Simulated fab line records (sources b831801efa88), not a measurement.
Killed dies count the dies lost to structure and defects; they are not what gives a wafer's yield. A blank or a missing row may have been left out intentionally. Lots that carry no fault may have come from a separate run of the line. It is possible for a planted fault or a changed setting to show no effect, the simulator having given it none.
fab line records	flow sky130
[record] lots = 5	wafers = 27
route steps=708 shown METAL1@448 METAL2@486 METAL3@533 METAL4@600 METAL5@676 PAD_OPEN@701
start-h: hours from the record's opening day to when the first of the lot's shown wafers began	wait-h: how many hours have passed since the lot's step before this one	" repeats the value in the row above	L1.1+2: a single row standing in for several wafers	- no value, or no start given	* or withheld: withheld	< > ~ a bound
route shown NAME@n: NAME is a module with steps in the file, n the number in the route of the first one	usual: mean/standard deviation of fault-free wafers	same: alike in all rows	chamber/n: place in a boat	sites: each site's reading	_std_site: how widely they spread, as a standard deviation	_edge_site: mean of outer sites minus mean of inner sites	radius-mm: how far each site lies from the wafer's centre	mask NAME#n: copy n	behind: the last tool/chamber to shape the wafer	hold: the reason the lot was held/the length of the hold in hours/how it ended	device: names the non-switching transistor (n, p or np)	end of line: tests of these same wafers at the route's end	a step with no rows: only its recipe	killed: the dies lost at the first sort to structure and to defects; this is not the yield of the wafer	map: dies across one wafer; x = killed, . = not, _ = none there
set.NAME: the setting that was run; set.NAME@STEP: the one run at that earlier step	model.NAME: the simulator's own value behind a step, which no gauge read
lots run with intentionally changed settings; tables by step, rows by wafer
[[steps]]
[step SKY_METAL1_DEVELOP_14]
[recipe] develop-time-s = 60	resist = KrF-thick	dev-temp-c = 21
lot.wafer	tool	chamber	start-h	wait-h	set.develop-time-s
L078.2+3+4	litho-track-02	0	-	-	60
L076.1+4+5	litho-track-02	0	-	-	60
L076.2+3+6	"	0	"	"	40.56
L080.1+2+3+4+5+6	litho-track-02	0	-	-	60
L082.1+2+3	litho-track-02	0	-	-	41.21
L082.4+5+6	"	0	"	"	60
L085.1+3+4	litho-track-03	0	-	-	83.75
L085.2+5+6	"	0	"	"	60
[step SKY_METAL1_CD_MEAS_15]
[recipe] target-cd-nm = 140
[usual] cd-nm = 139.8/1.3
lot.wafer	tool	chamber	start-h	wait-h	set.develop-time-s@METAL1_DEVELOP_14	cd-nm
L078.2	cd-sem-01	-	798.58	-	60	141.0
L078.3	"	-	"	"	60	139.6
L078.4	"	-	"	"	60	139.2
L076.1	cd-sem-02	-	799.51	-	60	139.0
L076.2	"	-	"	"	40.56	146.1
L076.3	"	-	"	"	40.56	146.4
L076.4	"	-	"	"	60	138.4
L076.5	"	-	"	"	60	137.8
L076.6	"	-	"	"	40.56	145.9
L080.1	cd-sem-01	-	808.71	-	60	141.8
L080.2	"	-	"	"	60	139.6
L080.3	"	-	"	"	60	140.3
L080.4	"	-	"	"	60	142.3
L080.5	"	-	"	"	60	139.5
L080.6	"	-	"	"	60	140.1
L082.1	cd-sem-02	-	820.56	-	41.21	148.2
L082.2	"	-	"	"	41.21	147.4
L082.3	"	-	"	"	41.21	147.7
L082.4	"	-	"	"	60	140.6
L082.5	"	-	"	"	60	140.0
L082.6	"	-	"	"	60	141.1
L085.1	cd-sem-01	-	840.84	-	83.75	130.9
L085.2	"	-	"	"	60	140.1
L085.3	"	-	"	"	83.75	132.3
L085.4	"	-	"	"	83.75	130.0
L085.5	"	-	"	"	60	138.2
L085.6	"	-	"	"	60	138.0
[step SKY_METAL1_DESCUM_17]
[recipe] chemistry = O2	source-power-w = 150	bias-power-w = 0	pressure-mtorr = 10	temp-c = 40	time-s = 8
lot.wafer	tool	chamber	start-h	wait-h	set.develop-time-s@METAL1_DEVELOP_14	model.METAL1.cd-nm
L078.2	rie-metal-02	1	798.72	0.0	60	141.1
L078.3	"	0	"	"	60	140.1
L078.4	"	1	"	"	60	139.6
L076.1	rie-metal-03	0	799.67	0.0	60	138.6
L076.2	"	1	"	"	40.56	145.4
L076.3	"	1	"	"	40.56	145.1
L076.4	"	0	"	"	60	138.4
L076.5	"	0	"	"	60	137.8
L076.6	"	1	"	"	40.56	144.9
L080.1	rie-metal-03	0	808.87	0.0	60	141.2
L080.2	"	1	"	"	60	138.7
L080.3	"	1	"	"	60	139.5
L080.4	"	0	"	"	60	142.1
L080.5	"	1	"	"	60	139.1
L080.6	"	0	"	"	60	140
L082.1+3	rie-metal-02	0,1	820.72	0.0	41.21	148.2
L082.2	"	1	"	"	41.21	147.6
L082.4	"	0	"	"	60	140.3
L082.5	"	0	"	"	60	139.7
L082.6	"	1	"	"	60	141.1
L085.1	rie-metal-03	1	840.99	0.0	83.75	130.5
L085.2	"	0	"	"	60	140.3
L085.3	"	1	"	"	83.75	131.4
L085.4	"	0	"	"	83.75	130.2
L085.5	"	1	"	"	60	137.5
L085.6	"	0	"	"	60	138.1
[step SKY_METAL1_ETCH_18]
[recipe] chemistry = N2/H2	target = BARC	ion-energy-ev = 200	bias-w = 100	pressure-mtorr = 30	n2-flow-sccm = 100	h2-flow-sccm = 200	icp-w = 500	stop-on = SiO2	time-s = 45.9	target-depth-a = 600
lot.wafer	tool	chamber	start-h	wait-h	set.develop-time-s@METAL1_DEVELOP_14	model.METAL1.cd-nm
L078.2	rie-metal-02	1	798.75	0.0	60	140.1
L078.3	"	0	"	"	60	140.6
L078.4	"	1	"	"	60	138.6
L076.1	rie-metal-03	0	799.70	0.0	60	139.9
L076.2+6	"	1	"	"	40.56	144.8
L076.3	"	1	"	"	40.56	144.5
L076.4	"	0	"	"	60	139.6
L076.5	"	0	"	"	60	138.8
L080.1	rie-metal-03	0	808.90	0.0	60	142.7
L080.2	"	1	"	"	60	138.3
L080.3	"	1	"	"	60	139.6
L080.4	"	0	"	"	60	143.6
L080.5	"	1	"	"	60	139.1
L080.6	"	0	"	"	60	140.8
L082.1	rie-metal-02	0	820.75	0.0	41.21	148.7
L082.2	"	1	"	"	41.21	147
L082.3	"	1	"	"	41.21	147.8
L082.4	"	0	"	"	60	141
L082.5	"	0	"	"	60	140.2
L082.6	"	1	"	"	60	140.6
L085.1	rie-metal-03	1	841.02	0.0	83.75	131.7
L085.2	"	0	"	"	60	141.2
L085.3	"	1	"	"	83.75	132.2
L085.4	"	0	"	"	83.75	131
L085.5	"	1	"	"	60	137.7
L085.6	"	0	"	"	60	139.1
[step SKY_METAL1_METAL_ETCH_19]
[recipe] target-depth-a = 3600	stop-on = SiO2	over-etch-frac = 0.3	time-s = 78	chemistry = Cl2/BCl3	resist-sidewall-deg = 88	pressure-mtorr = 10	icp-w = 900	bias-w = 48.5	Cl2_flow_sccm = 60	bcl3-flow-sccm = 30
lot.wafer	tool	chamber	start-h	wait-h	set.develop-time-s@METAL1_DEVELOP_14	model.METAL1.cd-nm
L078.2	rie-metal-02	1	798.81	0.0	60	141
L078.3	"	0	"	"	60	142.4
L078.4	"	1	"	"	60	140.8
L076.1	rie-metal-03	0	799.76	0.0	60	137.1
L076.2+6	"	1	"	"	40.56	146.8
L076.3	"	1	"	"	40.56	145.9
L076.4	"	0	"	"	60	136.3
L076.5	"	0	"	"	60	136.1
L080.1	rie-metal-03	0	808.96	0.0	60	139.5
L080.2	"	1	"	"	60	138.3
L080.3	"	1	"	"	60	141.3
L080.4	"	0	"	"	60	139.2
L080.5	"	1	"	"	60	139.6
L080.6	"	0	"	"	60	137
L082.1	rie-metal-02	0	820.81	0.0	41.21	151.6
L082.2	"	1	"	"	41.21	147.8
L082.3	"	1	"	"	41.21	149.4
L082.4	"	0	"	"	60	141.6
L082.5	"	0	"	"	60	142.7
L082.6	"	1	"	"	60	140.9
L085.1	rie-metal-03	1	841.09	0.0	83.75	134.3
L085.2	"	0	"	"	60	139.5
L085.3	"	1	"	"	83.75	135.5
L085.4	"	0	"	"	83.75	129.6
L085.5	"	1	"	"	60	140.7
L085.6	"	0	"	"	60	138
[step SKY_METAL2_SPUTTER_03]
[recipe] material = Ti	target-thk-nm = 5	power-w = 3000	time-s = 3.3	chamber-pressure-pa = 0.4
lot.wafer	tool	chamber	start-h	wait-h	set.time-s	model.Ti_of_METAL2_SPUTTER_03.thk-nm
L078.2	pvd-sputter-04	-	827.56	0.0	3.3	5.003
L078.3	"	-	"	"	3.3	4.819
L078.4	"	-	"	"	3.3	4.903
L076.1	pvd-sputter-02	-	827.91	0.0	1.603	2.494
L076.2	"	-	"	"	1.603	2.66
L076.3	"	-	"	"	3.3	5.126
L076.4	"	-	"	"	1.603	2.493
L076.5	"	-	"	"	3.3	5.096
L076.6	"	-	"	"	3.3	5.223
L080.1	pvd-sputter-02	-	837.05	0.0	3.3	5.099
L080.2	"	-	"	"	5.222	7.874
L080.3	"	-	"	"	5.222	8.008
L080.4	"	-	"	"	5.222	7.913
L080.5	"	-	"	"	3.3	5.141
L080.6	"	-	"	"	3.3	5.194
L082.1	pvd-sputter-04	-	850.30	0.0	4.593	6.873
L082.2	"	-	"	"	3.3	5.111
L082.3	"	-	"	"	4.593	6.816
L082.4	"	-	"	"	3.3	4.941
L082.5	"	-	"	"	3.3	5.15
L082.6	"	-	"	"	4.593	6.884
L085.1	pvd-sputter-02	-	869.91	0.0	3.3	4.962
L085.2	"	-	"	"	3.3	5.1
L085.3	"	-	"	"	3.3	5.021
L085.4	"	-	"	"	3.3	5.029
L085.5	"	-	"	"	3.3	4.931
L085.6	"	-	"	"	3.3	5.052
[step SKY_METAL3_SPUTTER_01]
[recipe] material = TiN	target-thk-nm = 20	power-w = 6500	time-s = 16.7	chamber-pressure-pa = 0.4
lot.wafer	tool	chamber	start-h	wait-h	set.time-s	model.TiN_of_METAL3_SPUTTER_01.thk-nm
L078.2	pvd-sputter-02	-	883.19	0.0	16.7	19.69
L078.3	"	-	"	"	16.7	20.05
L078.4	"	-	"	"	16.7	19.93
L076.1	pvd-sputter-03	-	883.93	0.0	16.7	20.37
L076.2	"	-	"	"	16.7	19.98
L076.3	"	-	"	"	24.87	29.37
L076.4	"	-	"	"	24.87	29.56
L076.5	"	-	"	"	24.87	30.19
L076.6	"	-	"	"	16.7	19.52
L080.1	pvd-sputter-03	-	892.84	0.0	12.03	14.91
L080.2	"	-	"	"	16.7	19.6
L080.3	"	-	"	"	12.03	14.22
L080.4	"	-	"	"	12.03	14.64
L080.5	"	-	"	"	16.7	20.03
L080.6	"	-	"	"	16.7	20.12
L082.1	pvd-sputter-03	-	905.25	0.0	16.7	20.09
L082.2	"	-	"	"	16.7	20.18
L082.3	"	-	"	"	16.7	20.45
L082.4	"	-	"	"	16.7	20.12
L082.5	"	-	"	"	16.7	20.21
L082.6	"	-	"	"	16.7	20.31
L085.1	pvd-sputter-02	-	922.74	0.0	26.03	30.92
L085.2	"	-	"	"	16.7	19.63
L085.3	"	-	"	"	16.7	19.64
L085.4	"	-	"	"	16.7	20.05
L085.5	"	-	"	"	26.03	30.67
L085.6	"	-	"	"	26.03	31.24
[step SKY_METAL4_SPUTTER_02]
[recipe] material = AlCu	target-thk-nm = 735	power-w = 10600	time-s = 39.1	chamber-pressure-pa = 0.4
lot.wafer	tool	chamber	start-h	wait-h	set.time-s	model.AlCu_of_METAL4_SPUTTER_02.thk-nm
L078.2	pvd-sputter-03	-	962.96	0.0	39.1	734.1
L078.3	"	-	"	"	39.1	739.1
L078.4	"	-	"	"	39.1	741.2
L076.1	pvd-sputter-01	-	964.16	0.0	24.43	471.3
L076.2	"	-	"	"	39.1	742.3
L076.3	"	-	"	"	39.1	737.3
L076.4	"	-	"	"	24.43	461.8
L076.5	"	-	"	"	39.1	751.3
L076.6	"	-	"	"	24.43	454.9
L080.1	pvd-sputter-03	-	970.83	0.0	29.33	566.8
L080.2	"	-	"	"	29.33	563.1
L080.3	"	-	"	"	29.33	565
L080.4	"	-	"	"	39.1	732.3
L080.5	"	-	"	"	39.1	753.5
L080.6	"	-	"	"	39.1	749.3
L082.1	pvd-sputter-03	-	981.38	0.0	19.3	381.1
L082.2	"	-	"	"	19.3	375.5
L082.3	"	-	"	"	39.1	734.7
L082.4	"	-	"	"	39.1	754.6
L082.5	"	-	"	"	39.1	751
L082.6	"	-	"	"	19.3	364.6
L085.1	pvd-sputter-03	-	997.30	0.0	51.3	940.5
L085.2	"	-	"	"	39.1	726.2
L085.3	"	-	"	"	39.1	724.5
L085.4	"	-	"	"	51.3	965.4
L085.5	"	-	"	"	51.3	952.3
L085.6	"	-	"	"	39.1	713.3
[step SKY_METAL4_ETCH_16]
[recipe] chemistry = N2/H2	target = BARC	ion-energy-ev = 200	bias-w = 100	pressure-mtorr = 30	n2-flow-sccm = 100	h2-flow-sccm = 200	icp-w = 500	stop-on = SiO2	time-s = 88.2	target-depth-a = 600
[usual] oes-product-au = 0.626/0.0046
lot.wafer	tool	chamber	start-h	wait-h	set.time-s	oes-product-au	model.KrF-thick_of_METAL4_COAT_08.thk-nm	model.METAL4.cd-nm
L078.2	rie-metal-01	1	1010.37	0.0	88.2	0.629	1079	299.4
L078.3	"	0	"	"	88.2	0.627	1078	298.1
L078.4	"	1	"	"	88.2	0.626	1077	299.4
L076.1	rie-metal-03	1	1011.97	0.0	57.1	0.762	-	303.7
L076.2	"	0	"	"	88.2	0.625	1079	298.3
L076.3	"	1	"	"	57.1	0.756	1099	305.6
L076.4	"	0	"	"	88.2	0.624	-	300.2
L076.5	"	1	"	"	88.2	0.629	1078	299.7
L076.6	"	0	"	"	57.1	0.757	-	304.9
L080.1	rie-metal-03	0	1019.45	0.0	48.12	0.830	-	301.8
L080.2	"	1	"	"	88.2	0.624	-	297.2
L080.3	"	0	"	"	88.2	0.616	-	295.6
L080.4	"	1	"	"	48.12	0.827	1097	302.9
L080.5	"	1	"	"	88.2	0.627	1077	295.1
L080.6	"	0	"	"	48.12	0.834	1100	303.6
L082.1	rie-metal-02	1	1029.17	0.0	88.2	0.623	-	300.6
L082.2	"	0	"	"	63.3	0.728	-	304
L082.3	"	0	"	"	63.3	0.719	1091	305.9
L082.4	"	1	"	"	88.2	0.635	1072	300.4
L082.5	"	0	"	"	88.2	0.624	1071	301.7
L082.6	"	1	"	"	63.3	0.718	-	303.3
L085.1	rie-metal-03	1	1043.52	0.0	88.2	0.629	-	299.7
L085.2	"	0	"	"	114.7	0.608	1057	295.3
L085.3	"	1	"	"	88.2	0.629	1070	300.3
L085.4	"	0	"	"	114.7	0.609	-	296.6
L085.5	"	1	"	"	114.7	0.601	-	296.3
L085.6	"	0	"	"	88.2	0.629	1073	301
[step SKY_METAL4_ETCH_17]
[recipe] target = SiO2	stop-on = TiN	chemistry = C4F8/O2/Ar	source-w = 1500	bias-w = 1200	pressure-mtorr = 40	c4f8-flow-sccm = withheld	O2_flow_sccm = 6	Ar_flow_sccm = 300	time-s = 3.723	target-depth-a = 150
[step SKY_METAL4_METAL_ETCH_18]
[recipe] target-depth-a = 8450	stop-on = SiO2	over-etch-frac = 0.3	time-s = 183.1	chemistry = Cl2/BCl3	resist-sidewall-deg = 88	pressure-mtorr = 10	icp-w = 900	bias-w = 48.5	Cl2_flow_sccm = 60	bcl3-flow-sccm = 30
[usual] oes-product-au = 0.867/0.0073
lot.wafer	tool	chamber	start-h	wait-h	set.time-s@METAL4_SPUTTER_02	set.time-s@METAL4_ETCH_16	oes-product-au	model.KrF-thick_of_METAL4_COAT_08.thk-nm
L078.2	rie-metal-02	0	1010.49	0.0	39.1	88.2	0.864	535.9
L078.3	"	0	"	"	39.1	88.2	0.873	531.7
L078.4	"	1	"	"	39.1	88.2	0.872	529.7
L076.1	rie-metal-01	0	1012.09	0.0	24.43	57.1	0.713	-
L076.2	"	1	"	"	39.1	88.2	0.870	525.7
L076.3	"	0	"	"	39.1	57.1	0.867	537.3
L076.4	"	1	"	"	24.43	88.2	0.717	-
L076.5	"	0	"	"	39.1	88.2	0.876	517.2
L076.6	"	1	"	"	24.43	57.1	0.709	-
L080.1	rie-metal-01	1	1019.57	0.0	29.33	48.12	0.776	-
L080.2	"	0	"	"	29.33	88.2	0.772	-
L080.3	"	0	"	"	29.33	88.2	0.772	-
L080.4	"	1	"	"	39.1	48.12	0.864	535.1
L080.5	"	1	"	"	39.1	88.2	0.872	517.7
L080.6	"	0	"	"	39.1	48.12	0.876	541.8
L082.1	rie-metal-03	0	1029.29	0.0	19.3	88.2	0.675	-
L082.2	"	1	"	"	19.3	63.3	0.659	-
L082.3	"	1	"	"	39.1	63.3	0.862	537.1
L082.4	"	0	"	"	39.1	88.2	0.881	530.5
L082.5	"	0	"	"	39.1	88.2	0.867	527.6
L082.6	"	1	"	"	19.3	63.3	0.652	-
L085.1	rie-metal-01	0	1043.64	0.0	51.3	88.2	0.976	-
L085.2	"	1	"	"	39.1	114.7	0.858	499.8
L085.3	"	1	"	"	39.1	88.2	0.869	512.5
L085.4	"	0	"	"	51.3	114.7	0.992	-
L085.5	"	1	"	"	51.3	114.7	0.995	-
L085.6	"	0	"	"	39.1	88.2	0.858	511.9
[step SKY_METAL5_METAL_ETCH_15]
[recipe] target-depth-a = 12600	stop-on = SiO2	over-etch-frac = 0.2	time-s = 252	chemistry = Cl2/BCl3	resist-sidewall-deg = 86	pressure-mtorr = 10	icp-w = 900	bias-w = 48.5	Cl2_flow_sccm = 60	bcl3-flow-sccm = 30
[usual] oes-product-au = 0.895/0.0051
lot.wafer	tool	chamber	start-h	wait-h	set.target-depth-a	oes-product-au	model.NOVOLAK_of_METAL5_COAT_09.thk-nm	model.METAL5.cd-nm	model.SiO2_of_VIA4_HDPCVD_00.thk-nm
L078.2	rie-metal-03	0	1057.86	0.0	12600	0.890	1045	1610	549.5
L078.3	"	0	"	"	12600	0.892	1041	1608	550.2
L078.4	"	1	"	"	12600	0.902	1035	1613	548.8
L076.1	rie-metal-04	1	1059.70	0.1	12600	0.887	1023	1599	550.3
L076.2	"	1	"	"	12600	0.890	1020	1598	548.9
L076.3	"	1	"	"	18520	0.732	666.1	1558	537.1
L076.4	"	1	"	"	18520	0.728	656.8	1560	534.1
L076.5	"	1	"	"	12600	0.902	1021	1598	548.6
L076.6	"	1	"	"	18520	0.741	667.6	1559	536.9
L080.1	rie-metal-04	0	1065.71	0.0	12600	0.897	1046	1609	547.6
L080.2	"	1	"	"	12600	0.900	1020	1610	549.4
L080.3	"	0	"	"	20000	0.696	608.6	1555	535.4
L080.4	"	1	"	"	20000	0.703	579.1	1556	533.1
L080.5	"	1	"	"	12600	0.902	1019	1607	547.3
L080.6	"	0	"	"	20000	0.691	607.3	1555	535.8
L082.1	rie-metal-01	0	1074.46	0.0	19580	0.707	602.2	1561	536.6
L082.2	"	1	"	"	19580	0.717	569.9	1548	535.1
L082.3	"	0	"	"	12600	0.888	1022	1604	550.7
L082.4	"	1	"	"	12600	0.894	1001	1600	548.2
L082.5	"	1	"	"	19580	0.719	561.4	1556	535.8
L082.6	"	0	"	"	12600	0.892	1016	1605	550.3
L085.1	rie-metal-01	0	1089.11	0.0	16610	0.760	787.8	1583	541.7
L085.2	"	1	"	"	16610	0.772	766.7	1577	540.4
L085.3	"	0	"	"	16610	0.766	787.2	1584	542.5
L085.4	"	1	"	"	12600	0.899	1014	1601	548.1
L085.5	"	0	"	"	12600	0.895	1032	1608	549.8
L085.6	"	1	"	"	12600	0.895	1015	1602	547.9
[step SKY_METAL5_STRIP_16]
[recipe] chemistry = O2/N2	power-w = 1400	pressure-mtorr = 1500	platen-temp-c = withheld	o2-flow-sccm = 3000	n2-flow-sccm = 300	overash-fraction = 0.5
[usual] oes-product-au = 0.711/0.0046	strip-time-to-endpoint-s = 12.97/0.14
lot.wafer	tool	chamber	start-h	wait-h	set.target-depth-a@METAL5_METAL_ETCH_15	oes-product-au	strip-time-to-endpoint-s
L078.2	plasma-asher-02	1	1058.10	0.2	12600	0.714	13.20
L078.3	"	1	"	"	12600	0.711	13.15
L078.4	"	0	"	"	12600	0.713	13.07
L076.1	plasma-asher-02	1	1060.17	0.4	12600	0.713	12.92
L076.2	"	0	"	"	12600	0.712	12.89
L076.3	"	0	"	"	18520	0.592	8.80
L076.4	"	1	"	"	18520	0.585	8.69
L076.5	"	1	"	"	12600	0.709	12.90
L076.6	"	0	"	"	18520	0.597	8.84
L080.1	plasma-asher-02	0	1065.95	0.2	12600	0.709	13.22
L080.2	"	1	"	"	12600	0.710	12.88
L080.3	"	1	"	"	20000	0.568	8.09
L080.4	"	0	"	"	20000	0.537	7.74
L080.5	"	1	"	"	12600	0.709	12.89
L080.6	"	0	"	"	20000	0.561	8.09
L082.1	plasma-asher-02	0	1074.70	0.2	19580	0.556	8.03
L082.2	"	1	"	"	19580	0.538	7.61
L082.3	"	1	"	"	12600	0.705	12.92
L082.4	"	0	"	"	12600	0.709	12.74
L082.5	"	1	"	"	19580	0.544	7.52
L082.6	"	0	"	"	12600	0.708	12.86
L085.1	plasma-asher-01	1	1089.35	0.2	16610	0.649	10.24
L085.2	"	0	"	"	16610	0.650	10.00
L085.3	"	1	"	"	16610	0.649	10.25
L085.4	"	0	"	"	12600	0.711	12.82
L085.5	"	0	"	"	12600	0.710	13.03
L085.6	"	1	"	"	12600	0.719	12.82
[step SKY_PAD_OPEN_ETCH_07]
[recipe] chemistry = CF4/O2	target-depth-nm = 725	stop-on = AlCu	source-w = 800	bias-w = 150	pressure-mtorr = 150	cf4-flow-sccm = 80	O2_flow_sccm = 10	time-s = 161.1
lot.wafer	tool	chamber	start-h	wait-h	set.time-s	model.PAD_OPEN.feature-depth-nm
L078.2	rie-diel-04	0	1102.66	-	161.1	694.4
L078.3	"	3	"	"	161.1	701.1
L078.4	"	2	"	"	161.1	700.4
L076.1	rie-diel-04	0	1104.28	-	161.1	689.2
L076.2	"	2	"	"	93.7	434.2
L076.3	"	1	"	"	161.1	700.5
L076.4	"	3	"	"	93.7	421.4
L076.5	"	2	"	"	161.1	693.4
L076.6	"	1	"	"	93.7	409
L080.1	rie-diel-03	2	1109.66	-	161.1	692.6
L080.2	"	0	"	"	161.1	696.5
L080.3	"	3	"	"	161.1	707.9
L080.4	"	1	"	"	161.1	709.5
L080.5	"	2	"	"	161.1	707.1
L080.6	"	3	"	"	161.1	715
L082.1	rie-diel-04	2	1117.33	-	161.1	697.7
L082.2	"	3	"	"	79.07	350.7
L082.3	"	1	"	"	79.07	350.4
L082.4	"	0	"	"	79.07	356.9
L082.5	"	3	"	"	161.1	689.5
L082.6	"	2	"	"	161.1	712.5
L085.1	rie-diel-02	3	1130.99	-	161.1	688.5
L085.2	"	0	"	"	212.2	694.2
L085.3	"	1	"	"	161.1	693.8
L085.4	"	2	"	"	161.1	703
L085.5	"	0	"	"	212.2	699.8
L085.6	"	1	"	"	212.2	705.2
[[key]]
[split] step = SKY_METAL1_DEVELOP_14	setting = develop-time-s	stated = 60	by = wafer
[response] step = SKY_METAL1_CD_MEAS_15	reading = cd-nm	change = -0.217	per = 1%	r = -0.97
[response] step = SKY_METAL1_DESCUM_17	reading = model.METAL1.cd-nm	change = -0.216	per = 1%	r = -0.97
[response] step = SKY_METAL1_ETCH_18	reading = model.METAL1.cd-nm	change = -0.195	per = 1%	r = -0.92
[response] step = SKY_METAL1_METAL_ETCH_19	reading = model.METAL1.cd-nm	change = -0.228	per = 1%	r = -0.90
[split] step = SKY_METAL2_SPUTTER_03	setting = time-s	stated = 3.3	by = wafer
[response] step = SKY_METAL2_SPUTTER_03	reading = model.Ti_of_METAL2_SPUTTER_03.thk-nm	change = +0.0484	per = 1%	r = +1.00
[split] step = SKY_METAL3_SPUTTER_01	setting = time-s	stated = 16.7	by = wafer
[response] step = SKY_METAL3_SPUTTER_01	reading = model.TiN_of_METAL3_SPUTTER_01.thk-nm	change = +0.198	per = 1%	r = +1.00
[split] step = SKY_METAL4_SPUTTER_02	setting = time-s	stated = 39.1	by = wafer
[response] step = SKY_METAL4_SPUTTER_02	reading = model.AlCu_of_METAL4_SPUTTER_02.thk-nm	change = +7.39	per = 1%	r = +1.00
[response] step = SKY_METAL4_METAL_ETCH_18	reading = oes-product-au	change = +0.0041	per = 1%	r = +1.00
[split] step = SKY_METAL4_ETCH_16	setting = time-s	stated = 88.2	by = wafer
[response] step = SKY_METAL4_ETCH_16	reading = oes-product-au	change = -0.00348	per = 1%	r = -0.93
[response] step = SKY_METAL4_ETCH_16	reading = model.KrF-thick_of_METAL4_COAT_08.thk-nm	change = -0.538	per = 1%	r = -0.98
[response] step = SKY_METAL4_ETCH_16	reading = model.METAL4.cd-nm	change = -0.144	per = 1%	r = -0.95
[response] step = SKY_METAL4_METAL_ETCH_18	reading = model.KrF-thick_of_METAL4_COAT_08.thk-nm	change = -0.419	per = 1%	r = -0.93
[split] step = SKY_METAL5_METAL_ETCH_15	setting = target-depth-a	stated = 12600	by = wafer
[response] step = SKY_METAL5_METAL_ETCH_15	reading = oes-product-au	change = -0.00342	per = 1%	r = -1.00
[response] step = SKY_METAL5_METAL_ETCH_15	reading = model.NOVOLAK_of_METAL5_COAT_09.thk-nm	change = -7.58	per = 1%	r = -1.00
[response] step = SKY_METAL5_METAL_ETCH_15	reading = model.METAL5.cd-nm	change = -0.857	per = 1%	r = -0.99
[response] step = SKY_METAL5_METAL_ETCH_15	reading = model.SiO2_of_VIA4_HDPCVD_00.thk-nm	change = -0.246	per = 1%	r = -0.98
[response] step = SKY_METAL5_STRIP_16	reading = oes-product-au	change = -0.00264	per = 1%	r = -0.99
[response] step = SKY_METAL5_STRIP_16	reading = strip-time-to-endpoint-s	change = *	per = 1%	r = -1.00
[split] step = SKY_PAD_OPEN_ETCH_07	setting = time-s	stated = 161.1	by = wafer
[response] step = SKY_PAD_OPEN_ETCH_07	reading = model.PAD_OPEN.feature-depth-nm	shape = bent	at-lowest = 352.7	at-stated = 699.6	at-highest = 699.7
